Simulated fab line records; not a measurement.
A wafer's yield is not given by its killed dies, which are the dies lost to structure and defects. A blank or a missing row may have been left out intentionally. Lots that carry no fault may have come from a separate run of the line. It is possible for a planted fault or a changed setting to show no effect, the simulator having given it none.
A single fault, viewed from 2 desks | flow gf180mcu | each desk holds nothing but its own numbers, with what lay behind them at the end

## THE TOOL OWNER'S DESK: rtp_anneal-02
The tool's own readings at GF_PSD_RTA_13 (time 20 s): means of the sampled wafers that have a number, for each lot that ran on this tool. A lot is out of limits, marked OUT, if its mean lies more than 4 standard deviations from the usual mean; the brackets give that distance.
Columns: A = lamp_power_pct at GF_PSD_RTA_13, usual 31.3 %; B = wafer_temp_C_max at GF_PSD_RTA_13, usual 1029.6
lot  | first seen here | A    | B
L374 | day 16 20:47    | 30.3 | 1029.5
L375 | day 17 02:44    | 30.3 | 1028.7
L376 | day 17 09:16    | 29.2 | 1013.7 (-12) OUT
L377 | day 17 14:29    | 29.1 | 1013.6 (-12) OUT
L379 | day 18 10:19    | 29.1 | 1013.9 (-12) OUT
L386 | day 21 01:32    | 30.3 | 1028.2
L389 | day 21 23:22    | 30.3 | 1028.7
Finding of this desk: L376, L377, L379 out of limits; the first was L376 at day 17 09:16, on wafer_temp_C_max at GF_PSD_RTA_13. L374, L375, L386, L389 stayed within limits.

## FROM THE METROLOGY DESK
Lot by lot, what the gauges showed, no matter which tool ran the lot: averages of those sampled wafers that carry a number. A lot is out of limits, marked OUT, if its mean lies more than 4 standard deviations from the usual mean; the brackets give that distance.
Columns: A = HV_LDD_CVD_56_THK at GF_HV_LDD_THK_MEAS_57, usual 89.6 nm; B = cd_nm at GF_PSD_CD_MEAS_07, usual 400.2 nm; C = NSD_RS at GF_PSD_RS_MEAS_14, usual 46.13 ohm/sq; D = PSD_RS at GF_PSD_RS_MEAS_15, usual 108.57 ohm/sq
lot  | first seen here | A    | B     | C               | D
L367 | day 12 04:50    | 89.7 | 401.0 | 46.12           | 108.55
L368 | day 12 14:11    | 89.2 | 398.9 | 46.18           | 108.89
L374 | day 15 00:40    | 89.2 | 397.4 | 46.10           | 108.72
L375 | day 15 05:37    | 89.6 | 397.4 | 46.19           | 108.70
L376 | day 15 12:27    | 89.9 | 397.5 | 48.02 (+22) OUT | 117.89 (+35) OUT
L377 | day 15 17:08    | 89.7 | 398.6 | 48.04 (+22) OUT | 118.26 (+36) OUT
L379 | day 16 11:43    | 89.2 | 401.2 | 48.10 (+23) OUT | 118.40 (+36) OUT
L386 | day 19 00:36    | 90.7 | 401.8 | 46.08           | 108.51
L387 | day 19 02:44    | 90.7 | 404.3 | 46.30           | 109.15
L388 | day 19 15:12    | 91.4 | 402.2 | 46.22           | 108.82
L389 | day 19 22:47    | 88.6 | 399.8 | 46.11           | 108.41
L390 | day 20 08:18    | 89.7 | 401.7 | 46.16           | 108.70
Finding of this desk: L376, L377, L379 out of limits, first seen on L376 at day 17 09:21 (NSD_RS at GF_PSD_RS_MEAS_14). L367, L368, L374, L375, L386, L387, L388, L389, L390 stayed within limits.

## ALL TOGETHER
The tool owner's desk had the chance to raise an alarm at day 17 09:16 on L376, L377, L379.
Metrology desk: alarm possible at day 17 09:21 on L376, L377, L379.
All the named lots went through GF_PSD_RTA_13 on rtp_anneal-02.

## WHAT WAS PUT IN BY THE SIMULATOR
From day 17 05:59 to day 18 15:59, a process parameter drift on rtp_anneal-02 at GF_PSD_RTA_13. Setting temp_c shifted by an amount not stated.
Struck lots among those shown: L376, L377, L379.
Hours from the fault's start to each desk's first reading out of limits: the tool owner's desk, 3; the metrology desk, 3.
